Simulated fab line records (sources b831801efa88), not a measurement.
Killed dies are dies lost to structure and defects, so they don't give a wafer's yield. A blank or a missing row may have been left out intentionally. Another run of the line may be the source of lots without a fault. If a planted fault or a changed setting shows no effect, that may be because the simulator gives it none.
fab line records	flow sky130
record: lots: 11	wafers: 33	last-day: 50
route steps=708 shown LI_CONTACT@381 LOCAL_INTERCONNECT@400 CONTACT@408
lots with no fault: from the same line, run without faults
start-h: start of the lot's first displayed wafer, in hours after the record's first day	wait-h: hours from the lot's prior step to this one	" identical to the entry in the row above	L1.1+2: a single row standing in for several wafers	- no value, or no start given	* or withheld: withheld	< > ~ a bound
route shown NAME@n: a module of which the file shows steps, and the number in the route of the first	usual: mean/standard deviation of fault-free wafers	same: alike in all rows	chamber/n: place in a boat	sites: the reading at each site	_std_site: the values' standard deviation	_edge_site: outer sites' mean less inner sites'	radius-mm: for every site, how far away it sits from the centre of the wafer	mask NAME#n: copy n	behind: the most recent tool/chamber to have shaped the wafer	hold: the reason the lot was held/the length of the hold in hours/how it ended	device: names the non-switching transistor (n, p or np)	end of line: the route-end tests of the same wafers	a step given without rows: its recipe and nothing more	killed: dies lost to structure and defects at the first sort, not the wafer's yield	map: dies across one wafer; x = killed, . = not, _ = none there
set.NAME: setting as actually run; set.NAME@STEP: the setting as run at that earlier step	model.NAME: the simulator's own value behind a step, which no gauge read
steps of the route over a sample of lots; a table a step, a row a wafer
services: a tool's chamber out of use, with start hour (start-h, from the record's first day; less than 0 if before it), hours out, and reason
== steps ==
step: SKY_LI_CONTACT_SPUTTER_19
recipe: material: Ti	target-thk-nm: 20	chamber-pressure-pa: 5	power-w: 2500	substrate-temp-c: 200	time-s: 106.37
usual: throttle-valve-pct: 30.6/0.81
lot.wafer	tool	chamber	start-h	wait-h	throttle-valve-pct
L710.1	pvd-sputter-02	-	718.96	0.0	30.2
L710.4	"	-	"	"	31.1
L710.5	"	-	"	"	29.3
L709.1	pvd-sputter-03	-	720.40	0.0	30.2
L709.2	"	-	"	"	30.9
L709.6	"	-	"	"	31.1
L716.4	pvd-sputter-01	-	776.08	0.0	30.1
L716.5	"	-	"	"	31.2
L716.6	"	-	"	"	29.7
L718.3	pvd-sputter-02	-	793.70	0.0	31.1
L718.4	"	-	"	"	30.4
L718.6	"	-	"	"	30.6
L719.2	pvd-sputter-02	-	808.18	0.0	31.3
L719.3	"	-	"	"	29.1
L719.5	"	-	"	"	31.1
L721.1	pvd-sputter-02	-	824.95	0.0	29.0
L721.2	"	-	"	"	31.5
L721.4	"	-	"	"	30.6
L720.2	pvd-sputter-02	-	825.93	0.0	29.3
L720.3	"	-	"	"	31.6
L720.4	"	-	"	"	30.1
L722.3	pvd-sputter-01	-	827.18	0.0	31.0
L722.5	"	-	"	"	31.4
L722.6	"	-	"	"	30.2
L724.3	pvd-sputter-01	-	834.11	0.0	31.2
L724.4	"	-	"	"	31.1
L724.6	"	-	"	"	29.8
L725.1	pvd-sputter-01	-	848.96	0.0	30.3
L725.4	"	-	"	"	29.6
L725.6	"	-	"	"	30.1
L727.1	pvd-sputter-02	-	855.79	0.0	29.2
L727.2	"	-	"	"	31.0
L727.4	"	-	"	"	30.4
step: SKY_LOCAL_INTERCONNECT_ETCH_13
recipe: chemistry: N2/H2	target: BARC	ion-energy-ev: 200	bias-w: 100	pressure-mtorr: 30	n2-flow-sccm: 100	h2-flow-sccm: 200	icp-w: 500	stop-on: SiO2	time-s: 45.9	target-depth-a: 600
usual: drypump-motor-current-A: 5.7/0.55	oes-product-au: 0.855/0.0052	throttle-valve-pct: 13.223/0.008
lot.wafer	tool	chamber	start-h	wait-h	drypump-motor-current-A	oes-product-au	rf-hours-counter-h	throttle-valve-pct
L710.1	rie-metal-03	0	748.10	0.0	5.8	0.852	15	13.222
L710.4	"	0	"	"	5.8	0.850	-	13.215
L710.5	"	0	"	"	5.8	0.854	-	13.232
L709.1	rie-metal-04	0	749.10	0.0	5.0	0.853	12	13.230
L709.2	"	1	"	"	6.3	0.855	7	13.234
L709.6	"	0	"	"	5.0	0.854	-	13.219
L716.4	rie-metal-03	0	803.24	0.1	5.8	0.856	-	13.220
L716.5	"	0	"	"	5.7	0.857	-	13.234
L716.6	"	0	"	"	5.8	0.856	-	13.215
L718.3	rie-metal-04	0	821.84	0.0	5.0	0.854	-	13.213
L718.4	"	1	"	"	6.2	0.848	-	13.234
L718.6	"	1	"	"	6.2	0.853	-	13.213
L719.2	rie-metal-04	1	835.95	0.0	6.2	0.855	11	13.228
L719.3	"	1	"	"	6.2	0.854	-	13.221
L719.5	"	0	"	"	5.0	0.856	-	13.241
L721.1	rie-metal-01	0	851.76	0.0	5.1	0.861	11	13.225
L721.2	"	1	"	"	6.3	0.857	5	13.212
L721.4	"	0	"	"	5.1	0.853	-	13.210
L720.2	rie-metal-03	1	853.51	0.0	5.5	0.855	1	13.226
L720.3	"	0	"	"	5.7	0.863	-	13.222
L720.4	"	1	"	"	5.5	0.853	-	13.229
L722.3	rie-metal-04	1	854.27	0.0	6.3	0.865	-	13.216
L722.5	"	0	"	"	5.0	0.861	-	13.219
L722.6	"	1	"	"	6.3	0.858	-	13.215
L724.3	rie-metal-04	0	861.24	0.0	5.0	0.852	-	13.224
L724.4	"	1	"	"	6.3	0.859	-	13.232
L724.6	"	1	"	"	6.2	0.858	-	13.223
L725.1	rie-metal-04	0	875.77	0.0	5.0	0.862	3	13.224
L725.4	"	1	"	"	6.3	0.846	-	13.230
L725.6	"	0	"	"	5.0	0.858	-	13.207
L727.1	rie-metal-04	1	883.35	0.0	6.2	0.853	14	13.231
L727.2	"	0	"	"	5.0	0.849	4	13.221
L727.4	"	0	"	"	5.0	0.856	-	13.222
step: SKY_CONTACT_HDPCVD_02
recipe: material: SiO2	target-thk-nm: 565	sigma-open-frac: 0.3	time-s: 94.2	temp-c: 600	sih4-flow-sccm: 60	pressure-mtorr: 6
usual: sih4-flow-sccm: 59.98/0.17
lot.wafer	tool	chamber	start-h	wait-h	sih4-flow-sccm
L710.1	hdpcvd-02	2	748.92	0.1	71.85
L710.4	"	1	"	"	71.68
L710.5	"	2	"	"	71.88
L709.1	hdpcvd-02	2	749.92	0.1	72.10
L709.2	"	1	"	"	72.06
L709.6	"	1	"	"	71.97
L716.4	hdpcvd-01	1	804.12	0.1	60.12
L716.5	"	2	"	"	59.56
L716.6	"	0	"	"	60.16
L718.3	hdpcvd-01	2	822.62	0.0	59.77
L718.4	"	0	"	"	59.97
L718.6	"	2	"	"	59.80
L719.2	hdpcvd-02	2	836.80	0.0	60.32
L719.3	"	1	"	"	59.85
L719.5	"	2	"	"	59.99
L721.1	hdpcvd-01	0	852.60	0.1	60.18
L721.2	"	1	"	"	60.26
L721.4	"	1	"	"	60.06
L720.2	hdpcvd-01	2	854.35	0.0	60.06
L720.3	"	0	"	"	60.09
L720.4	"	2	"	"	59.99
L722.3	hdpcvd-02	2	855.11	0.0	59.87
L722.5	"	0	"	"	59.79
L722.6	"	1	"	"	60.15
L724.3	hdpcvd-02	0	862.06	0.0	59.83
L724.4	"	0	"	"	60.11
L724.6	"	1	"	"	60.15
L725.1	hdpcvd-01	2	876.60	0.1	60.04
L725.4	"	2	"	"	59.98
L725.6	"	0	"	"	59.89
L727.1	hdpcvd-01	1	884.18	0.1	59.84
L727.2	"	2	"	"	60.19
L727.4	"	1	"	"	60.03
step: SKY_CONTACT_THK_MEAS_03
recipe: reads: SiO2_of_CONTACT_HDPCVD_02
usual: CONTACT_HDPCVD_THK: 569/7.4
lot.wafer	tool	chamber	start-h	wait-h	CONTACT_HDPCVD_THK[nm]
L710.1	film-metro-02	-	748.99	0.0	685
L710.4	"	-	"	"	682
L710.5	"	-	"	"	688
L709.1	film-metro-04	-	749.99	0.0	688
L709.2	"	-	"	"	681
L709.6	"	-	"	"	687
L716.4	film-metro-04	-	804.19	0.0	567
L716.5	"	-	"	"	555
L716.6	"	-	"	"	568
L718.3	film-metro-04	-	822.71	0.1	561
L718.4	"	-	"	"	568
L718.6	"	-	"	"	564
L719.2	film-metro-02	-	836.88	0.0	577
L719.3	"	-	"	"	569
L719.5	"	-	"	"	568
L721.1	film-metro-04	-	852.67	0.0	559
L721.2	"	-	"	"	571
L721.4	"	-	"	"	572
L720.2	film-metro-03	-	854.43	0.0	560
L720.3	"	-	"	"	560
L720.4	"	-	"	"	562
L722.3	film-metro-02	-	855.19	0.1	581
L722.5	"	-	"	"	583
L722.6	"	-	"	"	578
L724.3	film-metro-02	-	862.15	0.1	572
L724.4	"	-	"	"	580
L724.6	"	-	"	"	565
L725.1	film-metro-02	-	876.67	0.0	559
L725.4	"	-	"	"	559
L725.6	"	-	"	"	563
L727.1	film-metro-02	-	884.25	0.0	575
L727.2	"	-	"	"	564
L727.4	"	-	"	"	564
step: SKY_CONTACT_CMP_04
recipe: material: SiO2	down-force-psi: 4	platen-rpm: 60	pad-velocity-m-s: 0.94248
usual: motor-current-A: 12.2/0.61	slurry-flow-ml-min: 150.0/0.44	time-to-endpoint-s: 85/4.6
lot.wafer	tool	chamber	start-h	wait-h	motor-current-A	slurry-flow-ml-min	time-to-endpoint-s
L710.1	cmp-02	3	749.05	0.1	12.9	150.5	122
L710.4	"	0	"	"	11.2	151.1	130
L710.5	"	0	"	"	13.1	150.0	126
L709.1	cmp-02	2	750.05	0.1	11.8	150.0	121
L709.2	"	3	"	"	12.4	149.7	122
L709.6	"	3	"	"	12.3	150.4	124
L716.4	cmp-02	0	804.37	0.2	12.6	150.5	87
L716.5	"	1	"	"	11.8	149.3	80
L716.6	"	2	"	"	13.4	150.1	78
L718.4	cmp-01	3	822.80	0.1	12.1	150.1	84
L718.3	"	0	"	"	11.2	149.8	87
L718.6	"	2	"	"	11.9	149.9	87
L719.3	cmp-02	2	836.93	0.0	12.1	150.5	84
L719.2	"	3	"	"	12.8	150.7	88
L719.5	"	2	"	"	12.8	151.1	85
L721.1	cmp-01	1	852.73	0.1	11.9	149.7	83
L721.4	"	3	"	"	12.5	149.9	82
L721.2	"	0	"	"	11.0	150.2	91
L720.4	cmp-02	1	854.53	0.1	12.2	149.4	86
L720.2	"	2	"	"	12.4	150.3	82
L720.3	"	3	"	"	12.7	150.6	81
L722.3	cmp-01	2	855.56	0.4	11.7	149.6	92
L722.6	"	3	"	"	13.4	149.9	87
L722.5	"	0	"	"	10.9	150.0	93
L724.3	cmp-02	1	862.24	0.1	12.4	150.3	91
L724.4	"	3	"	"	13.0	149.6	91
L724.6	"	1	"	"	11.7	149.6	93
L725.1	cmp-02	0	876.78	0.1	12.0	149.1	84
L725.4	"	3	"	"	13.1	150.3	81
L725.6	"	0	"	"	12.5	149.7	87
L727.1	cmp-01	0	884.36	0.1	10.7	150.2	87
L727.4	"	1	"	"	11.3	150.2	82
L727.2	"	2	"	"	12.3	149.9	83
step: SKY_CONTACT_CD_MEAS_14
recipe: target-cd-nm: 170
usual: cd-nm: 169.9/1.4
lot.wafer	tool	chamber	start-h	wait-h	cd-nm
L710.1	cd-sem-01	-	776.25	-	169.1
L710.4	"	-	"	"	169.0
L710.5	"	-	"	"	168.1
L709.1	cd-sem-02	-	777.70	-	171.3
L709.2	"	-	"	"	169.4
L709.6	"	-	"	"	171.9
L716.4	cd-sem-02	-	831.15	-	169.3
L716.5	"	-	"	"	170.3
L716.6	"	-	"	"	169.5
L718.3	cd-sem-02	-	849.89	-	172.1
L718.4	"	-	"	"	170.3
L718.6	"	-	"	"	172.3
L719.2	cd-sem-01	-	863.56	-	168.7
L719.3	"	-	"	"	168.1
L719.5	"	-	"	"	168.5
L721.1	cd-sem-01	-	878.90	-	167.0
L721.2	"	-	"	"	164.7
L721.4	"	-	"	"	164.5
L720.2	cd-sem-01	-	881.16	-	170.5
L720.3	"	-	"	"	169.4
L720.4	"	-	"	"	170.1
L722.3	cd-sem-02	-	881.94	-	171.1
L722.5	"	-	"	"	171.3
L722.6	"	-	"	"	170.8
L724.3	cd-sem-02	-	887.78	-	171.8
L724.4	"	-	"	"	171.1
L724.6	"	-	"	"	169.6
L725.1	cd-sem-02	-	903.00	-	171.1
L725.4	"	-	"	"	171.3
L725.6	"	-	"	"	170.3
L727.1	cd-sem-02	-	910.00	-	169.3
L727.2	"	-	"	"	168.6
L727.4	"	-	"	"	169.0
== services ==
tool	chamber	start-h	hours	kind
pvd-sputter-01	0	702.72	-	consumable-replace:kit
pvd-sputter-01	0	702.72	18.0	scheduled-down
pvd-sputter-01	0	702.72	18.0	vent-cycle
hdpcvd-02	2	705.53	2.7	repair
pvd-sputter-02	2	707.06	-	consumable-replace:kit
pvd-sputter-02	2	707.06	18.0	scheduled-down
pvd-sputter-02	2	707.06	18.0	vent-cycle
rie-metal-01	1	709.41	17.7	repair
cmp-02	-	716.44	11.6	pm
cmp-01	-	737.57	0.2	repair
cmp-01	-	741.56	22.3	repair
hdpcvd-01	-	744.24	13.1	repair
cmp-01	-	763.89	4.0	pm
rie-metal-04	0	766.65	-	clean
rie-metal-04	0	766.65	29.0	scheduled-down
rie-metal-04	0	766.65	29.0	vent-cycle
cmp-01	-	767.89	-	consumable-replace:conditioner
cmp-01	-	767.89	-	consumable-replace:pad
cmp-02	-	784.41	0.7	repair
cmp-01	-	829.29	0.4	repair
hdpcvd-02	-	831.65	4.9	repair
cmp-01	-	840.09	3.4	pm
rie-metal-03	-	849.98	1.0	repair
rie-metal-03	-	874.15	14.6	pm
== key ==
first-sign: step: SKY_CONTACT_HDPCVD_02	reading: sih4-flow-sccm	direction: up	sigmas: 70	usual: 59.98	struck: 71.93
effect: step: SKY_CONTACT_THK_MEAS_03	reading: CONTACT_HDPCVD_THK	direction: up	sigmas: 16	usual: 569	struck: 685
effect: step: SKY_CONTACT_CMP_04	reading: time-to-endpoint-s	direction: up	sigmas: 8.3	usual: *	struck: *
met-at SKY_CONTACT_HDPCVD_02
struck-lots L709,L710
tester-left-out L709,L710
not-acting-at SKY_LI_CONTACT_SPUTTER_19,SKY_LOCAL_INTERCONNECT_ETCH_13,SKY_CONTACT_CD_MEAS_14
fault: kind: process-parameter-drift	tool: hdpcvd-02	chamber: -	onset-h: 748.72	steps: SKY_CONTACT_HDPCVD_02	channel: sih4-flow-sccm	offset: 12	shape: step	end-h: 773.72	acts-in: these-recipes-only	stated: 60
tester-left-out: of these lots the tester's yield and bins aren't shown, on N5 and GAA mostly nor the transistor test; their killed dies are dies lost to structure and defects alone, not to doping, threshold or leakage, so they don't give the yield
